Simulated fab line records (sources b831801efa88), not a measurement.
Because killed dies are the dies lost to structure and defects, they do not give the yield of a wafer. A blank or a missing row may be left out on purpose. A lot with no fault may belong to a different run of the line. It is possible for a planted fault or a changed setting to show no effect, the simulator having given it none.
Comparing a struck lot with a sound one :: flow sky130 :: 15 out of 708 route steps
Sound: the wafers L627.2, L627.3, L627.6. Wafers L630.1, L630.5, L630.6 were the ones struck. The cause comes at the end.
For every step that has rows: the tool of each side, followed by ch and its chambers, followed by its first start. Under that, the readings that differ: sound wafers :: struck wafers :: difference of the means :: sigmas: that difference in standard deviations of wafers without a fault.
alike: same words and numbers on both sides, and readings whose means sit less than 2 such deviations apart. not compared: any withheld reading, any reading some wafer has no value for, any bound like >300 that may hide the same value, and any number with overlapping values for which the record gives no deviation.
Wherever a step has rows on one side only, a row that says differs or no value, or a row with sigmas, the two part there. When numbers do not overlap yet have no deviation, they are printed without sigmas and do not part them. A reading that every wafer of one side lacks parts them only if that side has two wafers or more.

first, 4 steps without rows for these wafers: SKY_LDD_N_SOFTBAKE_03 (time 60 s); SKY_LDD_N_EXPOSE_04 (exposes mask NTM, target cd 840 nm); SKY_LDD_N_PEB_05; SKY_LDD_N_DEVELOP_06 (develop time 60 s).
SKY_LDD_N_OVL_MEAS_07:
  struck on overlay-02, day 22 06:35; sound on overlay-02, day 20 18:19
  alike: LDD_N_OVL
then, 7 steps without rows for these wafers: SKY_LDD_N_IMPLANT_08; SKY_LDD_N_IMPLANT_09; SKY_LDD_N_IMPLANT_10; SKY_LDD_N_IMPLANT_11; SKY_LDD_N_IMPLANT_12; SKY_LDD_N_IMPLANT_13; SKY_LDD_N_IMPLANT_14.
SKY_LDD_N_IMPLANT_15:
  sound on implanter-02 ch 0, day 20 19:25; struck on implanter-02 ch 0, day 22 07:41
reading: implant ion amu
sound: 49 49 49
struck: 75 75 75
difference: +26
sigmas: 

reading: model.implant.drp nm (nm)
sound: 18.83 18.83 18.83
struck: 13.3 13.3 13.3
difference: -5.5
sigmas: 

reading: model.implant.rp nm (nm)
sound: 31.08 31.08 31.08
struck: 28.69 28.69 28.69
difference: -2.39
sigmas: 
  alike: rotation deg
SKY_LDD_N_STRIP_16: strips in O2/N2.
  sound on plasma asher-01 ch 1, day 20 19:32; struck on plasma asher-04 ch 0,1, day 22 07:50
  alike: drypump motor current A, oes product au, strip time to endpoint s
  not compared: rf hours counter h
-- record jumps: 26 days separate the struck wafers' starts on either side; left off in module LDD_N, taken up again in module PAD_OPEN, whose first shown step is the route's number 708 --
SKY_PAD_OPEN_PROBE_99:
  struck on prober-02, day 48 18:09; sound on prober-01, day 47 14:25
reading: model.etest.nfet_01v8_turned.drive ua um
sound: 499.5 518.9 496.3
struck: 544 545.5 547.6
difference: +41
sigmas: 

reading: model.etest.nfet_01v8.r on ohm um
sound: 858.6 816.1 856.2
struck: 807.2 790.8 802.1
difference: -43.6
sigmas: 

reading: model.etest.nfet_01v8_lvt.drive ua um
sound: 566.2 594.1 569.1
struck: 599.9 606.2 608.8
difference: +28.5
sigmas: 

reading: model.etest.nfet_01v8.drive ua um
sound: 491.1 517.5 492.1
struck: 521.7 531.5 534.2
difference: +28.9
sigmas: 

reading: model.etest.nfet_01v8_swapped.drive ua um
sound: 491.3 517 497.6
struck: 520.7 530.8 531.6
difference: +25.7
sigmas: 

reading: model.etest.tip n.rs ohm sq
sound: 448.9 449.4 449.9
struck: 416.4 413.8 419.2
difference: -32.9
sigmas: 

reading: model.etest.nfet_01v8_turned.off log10 a um
sound: -13.32 -13.44 -13.37
struck: -13.06 -13.11 -13
difference: +0.32
sigmas: 

reading: model.etest.nfet_01v8.off log10 a um
sound: -13.33 -13.3 -13.44
struck: -13.28 -13.17 -13.09
difference: +0.18
sigmas: 
  alike: killed_at_M0_to_M3, killed_at_M4_up, killed at contacts, killed at front end, killed at other, killed dies, killed open, killed short

WHERE THEY PART
Nowhere in this record.

WHY: whatever the simulator had introduced
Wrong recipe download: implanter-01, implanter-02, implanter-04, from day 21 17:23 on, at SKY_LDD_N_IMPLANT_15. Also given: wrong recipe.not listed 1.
